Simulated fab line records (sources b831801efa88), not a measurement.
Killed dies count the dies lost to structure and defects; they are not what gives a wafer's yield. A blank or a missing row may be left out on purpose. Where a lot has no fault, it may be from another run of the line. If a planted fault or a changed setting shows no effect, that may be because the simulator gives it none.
A lot that was struck, set against a sound lot    flow sfqLine    14 steps out of a route of 325
Sound: wafers L993.1, L993.2, L993.6. Struck: wafer L102.6 (left out: L102.2, a lot-mate that was not struck); the cause follows at the end.
Each step with rows lists, per side, the tool, then ch with its chambers, then its first start. Under that, the readings that differ: sound wafers    struck wafers    difference of the means    sigmas: that difference in standard deviations of wafers without a fault.
alike: same words and numbers on both sides, and readings whose means sit less than 2 such deviations apart. not compared: any withheld reading, any reading some wafer has no value for, any bound like >300 that may hide the same value, and any number with overlapping values for which the record gives no deviation.
The two part at a step that has a row with sigmas, a row that says differs or no value, or rows on one side only. Numbers that don't overlap but have no deviation are shown without sigmas and don't part them. Lack of a reading on every wafer of one side parts them only where that side has two or more wafers.

first, 2 steps without rows for these wafers: SFQ_TRILAYER_I2_VIA_STRIP_SOLV_CLEAN_072 (cleans in NMP, time 600 s); SFQ_TRILAYER_M3_DEP_PRE_CLEAN_074 (time 22.5 s).
SFQ_TRILAYER_M3_DEP_SPUTTER_073: material Nb, target thk 200 nm, time 133.3 s.
  sound: pvdSputter-04 at day 46 05:35; struck: pvdSputter-03 at day 47 01:01
  alike: basePressurePa, throttleValvePct
SFQ_M3_RS_MEAS_919: measures by four-point-probe.
  sound: filmMetro-01 at day 46 05:41; struck: filmMetro-04 at day 47 01:07
  alike: M3_NB_RS
then, 6 steps without rows for these wafers: SFQ_TRILAYER_M3_LITHO_COAT_080 (resist thk 62 nm); SFQ_TRILAYER_M3_LITHO_COAT_075 (resist thk 600 nm); SFQ_TRILAYER_M3_LITHO_SOFTBAKE_079; SFQ_TRILAYER_M3_LITHO_EXPOSE_076 (exposes mask M3, target cd 500 nm); SFQ_TRILAYER_M3_LITHO_PEB_078 (peb time 60 s); SFQ_TRILAYER_M3_LITHO_DEVELOP_077 (time 60 s).
-- the record jumps here: 6 days lie between the struck wafers' starts before and after --
SFQ_M3_OVL_MEAS_921:
  sound: overlay-01 at day 51 12:23; struck: overlay-02 at day 52 13:36
  alike: M3_OVL
SFQ_TRILAYER_M3_BARC_OPEN_METAL_ETCH_100: etches BARC in O2, target depth 125 nm, time 41.7 s.
  sound on rieMetal-04 ch 0,1, day 51 12:26; struck on rieMetal-02 ch 0, day 52 13:38
reading                                             sound            struck  difference  sigmas
model.KrF_of_TRILAYER_M3_LITHO_COAT_075.thkNm (nm)  521.7 522.5 522  531.8   +9.7        
  alike: drypumpMotorCurrentA, oesProductAu
  not compared: rfHoursCounterH
SFQ_TRILAYER_M3_ETCH_METAL_ETCH_078: etches Nb in Cl2/Ar, stops on SiO2, target depth 240 nm, time 120 s.
  sound on rieMetal-04 ch 0,1, day 51 12:29; struck on rieMetal-02 ch 0, day 52 13:41
reading                                             sound              struck  difference  sigmas
oesProductAu (a.u.)                                 0.882 0.889 0.890  0.902   +0.015      +3
model.KrF_of_TRILAYER_M3_LITHO_COAT_075.thkNm (nm)  378.1 383.1 379.6  388.8   +8.5        
  alike: drypumpMotorCurrentA
  not compared: rfHoursCounterH
SFQ_TRILAYER_M3_STRIP_STRIP_079: strips in O2.
  sound on rieMetal-04 ch 0,1, day 51 12:37; struck on rieMetal-02 ch 0, day 52 13:49
  alike: drypumpMotorCurrentA, oesProductAu
  not compared: rfHoursCounterH

== WHERE THEY PART ==
Only at SFQ_TRILAYER_M3_ETCH_METAL_ETCH_078, as far as this record shows. Later steps at which nothing parts them and some readings are alike: SFQ_TRILAYER_M3_STRIP_STRIP_079.

WHY: the cause the simulator had injected
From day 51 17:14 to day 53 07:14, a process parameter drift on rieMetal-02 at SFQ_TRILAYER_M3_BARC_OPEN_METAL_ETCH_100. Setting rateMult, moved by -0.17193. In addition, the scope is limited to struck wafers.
